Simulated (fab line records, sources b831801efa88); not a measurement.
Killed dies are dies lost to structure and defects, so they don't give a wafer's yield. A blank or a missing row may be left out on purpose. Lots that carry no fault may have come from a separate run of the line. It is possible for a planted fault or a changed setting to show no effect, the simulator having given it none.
Comparing a struck lot with a sound one	flow sky130	18 out of 708 route steps
Sound: these wafers, L612.1, L612.3, L612.5. Struck: wafer L618.4 (left out: L618.3, L618.5 of the same lot, which were not struck); the cause appears at the end.
For every step that has rows: the tool of each side, followed by ch and its chambers, followed by its first start. Under that, the readings that differ: sound wafers	struck wafers	difference of the means	sigmas: that difference in standard deviations of wafers without a fault.
alike: readings with means less than 2 such deviations apart, plus words and numbers identical on both sides. not compared: withheld readings, readings lacking a value on some wafer, bounds such as >300 that could conceal the same value, and numbers that have no deviation in the record and whose values overlap.
The two part at a step that has a row with sigmas, a row that says differs or no value, or rows on one side only. Numbers that have no deviation but don't overlap get no sigmas and don't part them. Lack of a reading on every wafer of one side parts them only where that side has two or more wafers.

SKY_CONTACT_CMP_04: polishes SiO2.
  sound on cmp-01 ch 1,2, day 32 02:10; struck on cmp-02 ch 1, day 33 16:58
reading	sound	struck	difference	sigmas
time_to_endpoint_s (s)	80 78 87	91	+9	+3
  alike: head_pressure_psi, motor_current_A, slurry_filter_dp_kPa
SKY_CONTACT_BOW_MEAS_05:
  sound: film_metro-04 at day 32 02:28; struck: film_metro-01 at day 33 17:18
  alike: CONTACT_BOW
then, 8 steps without rows for these wafers: SKY_CONTACT_DEHYDRATE_06 (time 60 s); SKY_CONTACT_HMDS_07 (prime time 60 s); SKY_CONTACT_COAT_08 (resist thk 60 nm); SKY_CONTACT_COAT_09 (resist thk 450 nm); SKY_CONTACT_SOFTBAKE_10 (time 90 s); SKY_CONTACT_EXPOSE_11 (exposes mask CTM1, target cd 170 nm); SKY_CONTACT_PEB_12; SKY_CONTACT_DEVELOP_13 (develop time 60 s).
SKY_CONTACT_CD_MEAS_14 targets a cd of 170 nm.
  sound: cd_sem-01 at day 33 05:40; struck: cd_sem-02 at day 34 19:16
  alike: cd_nm
SKY_CONTACT_OVL_MEAS_15:
  sound: overlay-01 at day 33 05:47; struck: overlay-02 at day 34 19:22
  alike: CONTACT_OVL
SKY_CONTACT_ETCH_16: etches BARC in N2/H2, stops on SiO2, time 45.9 s, target depth 60 nm.
  sound on rie_diel-04 ch 0,2,3, day 33 05:49; struck on rie_diel-01 ch 0, day 34 19:23
reading	sound	struck	difference	sigmas
model.KrF-thick_of_CONTACT_COAT_09.thk_nm (nm)	390.9 392.9 391.4	377.2	-14.5	
model.CONTACT.cd_nm (nm)	170.1 168.3 169.4	173.2	+3.9	
  alike: drypump_motor_current_A, n2_flow_sccm, oes_product_au, throttle_valve_pct
  not compared: rf_hours_counter_h
SKY_CONTACT_ETCH_17: etches SiO2 in C4F8/O2/Ar, stops on Si3N4, target depth 340 nm.
  sound on rie_diel-04 ch 0,2,3, day 33 05:52; struck on rie_diel-01 ch 0, day 34 19:26
  alike: oes_product_au
SKY_CONTACT_ETCH_18: etches Si3N4 in CHF3/O2, stops on TiN, time 39 s, target depth 75 nm.
  sound on rie_diel-04 ch 0,2,3; struck on rie_diel-01 ch 0
reading	sound	struck	difference	sigmas
model.KrF-thick_of_CONTACT_COAT_09.thk_nm (nm)	239.7 244.5 240.3	226.3	-15.2	
model.CONTACT.cd_nm (nm)	170.2 167.8 169.1	173	+4	
  alike: drypump_motor_current_A, oes_product_au, throttle_valve_pct
  not compared: rf_hours_counter_h
SKY_CONTACT_STRIP_19: strips in O2/N2.
  sound on plasma_asher-04 ch 0,1, day 33 05:57; struck on plasma_asher-03 ch 0, day 34 19:33
reading	sound	struck	difference	sigmas
strip_time_to_endpoint_s (s)	3.584 3.632 3.577	3.448	-0.150	-5
  alike: drypump_motor_current_A, n2_flow_sccm, oes_product_au
  not compared: rf_hours_counter_h
then, 2 steps without rows for these wafers: SKY_CONTACT_STRIP_20 (strips in post etch residue remover, time 1200 s); SKY_PAD_OPEN_PROBE_99.

## WHERE THEY PART
First at SKY_CONTACT_CMP_04; last, within this record, at SKY_CONTACT_STRIP_19.

WHY: the cause the simulator had injected
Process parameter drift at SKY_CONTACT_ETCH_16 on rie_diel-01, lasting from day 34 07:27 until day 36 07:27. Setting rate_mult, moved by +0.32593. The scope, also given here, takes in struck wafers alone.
